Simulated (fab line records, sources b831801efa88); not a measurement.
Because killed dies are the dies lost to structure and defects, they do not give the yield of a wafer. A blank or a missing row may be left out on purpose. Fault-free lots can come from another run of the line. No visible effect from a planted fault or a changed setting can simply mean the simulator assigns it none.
A lot that was struck, set against a sound lot + flow sky130 + 14 out of 708 route steps
Sound: wafers L458.3, L458.5, L458.6. Struck: wafer L468.3. (L468.5 of the same lot was not struck and is left out.) The cause comes at the end.
Each step with rows lists, per side, the tool, then ch with its chambers, then its first start. Under that, the readings that differ: sound wafers + struck wafers + difference of the means + sigmas: that difference in standard deviations of wafers without a fault.
alike: same words and numbers on both sides, and readings whose means sit less than 2 such deviations apart. not compared: any withheld reading, any reading some wafer has no value for, any bound like >300 that may hide the same value, and any number with overlapping values for which the record gives no deviation.
A row with sigmas, a row that says differs or no value, or rows on one side alone: a step with any of these is where the two part. When numbers do not overlap yet have no deviation, they are printed without sigmas and do not part them. A reading missing from all wafers of one side parts the sides only when that side holds two or more wafers.

first, 1 step without rows for these wafers: SKY_SD_N_IMPLANT_10.
SKY_SD_N_STRIP_11: strips in O2/N2.
  sound on plasma-asher-04 ch 0,1, day 29 13:17; struck on plasma-asher-04 ch 0, day 33 13:05
  alike: drypump-motor-current-A, oes-product-au, strip-time-to-endpoint-s
  not compared: rf-hours-counter-h
SKY_SD_N_TW_MEAS_12:
  struck on film-metro-03, day 33 13:10; sound on film-metro-02, day 29 13:22
| reading | sound          | struck | difference | sigmas |
|---------|----------------|--------|------------|--------|
| SD_N_TW | 3945 3951 3962 | 4000   | +47        | +3     |
then, 1 step without rows for these wafers: SKY_SD_N_CLEAN_13 (cleans in SC1/SC2, time 150 s).
SKY_SD_N_RTA_14: time 2 s.
  sound on rtp-anneal-02 ch 0, day 29 13:28; struck on rtp-anneal-01 ch 0, day 33 13:16
  alike: lamp-power-pct, wafer_temp_C_max
SKY_SD_N_RS_MEAS_16: measurement is done with a four-point probe.
  struck on film-metro-04, day 33 13:28; sound on film-metro-03, day 29 13:40
  alike: SD_N_RS
SKY_SD_N_RS_MEAS_17: measurement is done with a four-point probe.
  struck on film-metro-04, day 33 13:35; sound on film-metro-03, day 29 13:47
  alike: SD_P_RS
SKY_SD_N_RS_MEAS_18: measurement is done with a four-point probe.
  struck on film-metro-04, day 33 13:43; sound on film-metro-03, day 29 13:55
| reading               | sound             | struck | difference | sigmas |
|-----------------------|-------------------|--------|------------|--------|
| RES_XHIGH_RS (ohm/sq) | 331.2 331.9 332.4 | 335.0  | +3.2       | +3     |
then, 2 steps without rows for these wafers: SKY_SALICIDE_CLEAN_00 (cleans in HF-last, time 30 s); SKY_LI_CONTACT_HDPCVD_00 (deposits PSG, target thk 930 nm, time 155 s).
SKY_LI_CONTACT_THK_MEAS_01:
  struck on film-metro-03, day 33 13:56; sound on film-metro-02, day 29 14:08
  alike: LI_CONTACT_HDPCVD_THK
SKY_LI_CONTACT_CMP_02: polishes PSG.
  sound on cmp-02 ch 0,1,3, day 29 14:16; struck on cmp-02 ch 2, day 33 14:07
| reading                | sound    | struck | difference | sigmas |
|------------------------|----------|--------|------------|--------|
| time-to-endpoint-s (s) | 31 39 40 | 14     | -23        | -6     |
  alike: motor-current-A
SKY_LI_CONTACT_BOW_MEAS_03:
  struck on film-metro-02, day 33 14:19; sound on film-metro-02, day 29 14:31
  alike: LI_CONTACT_BOW
-- record jumps: 16 days separate the struck wafers' starts on either side; left off in module LI_CONTACT, taken up again in module PAD_OPEN, whose first shown step is the route's number 708 --
SKY_PAD_OPEN_PROBE_99:
  struck on prober-02, day 49 21:03; sound on prober-01, day 46 22:22
  alike: killed_at_M0_to_M3, killed_at_M4_up, killed-at-contacts, killed-at-front-end, killed-at-other, killed-dies, killed-open, killed-short

## WHERE THEY PART
First at SKY_SD_N_TW_MEAS_12; last, within this record, at SKY_LI_CONTACT_CMP_02. Later steps at which nothing parts them and some readings are alike: SKY_LI_CONTACT_BOW_MEAS_03, SKY_PAD_OPEN_PROBE_99.

WHY: whatever the simulator had introduced
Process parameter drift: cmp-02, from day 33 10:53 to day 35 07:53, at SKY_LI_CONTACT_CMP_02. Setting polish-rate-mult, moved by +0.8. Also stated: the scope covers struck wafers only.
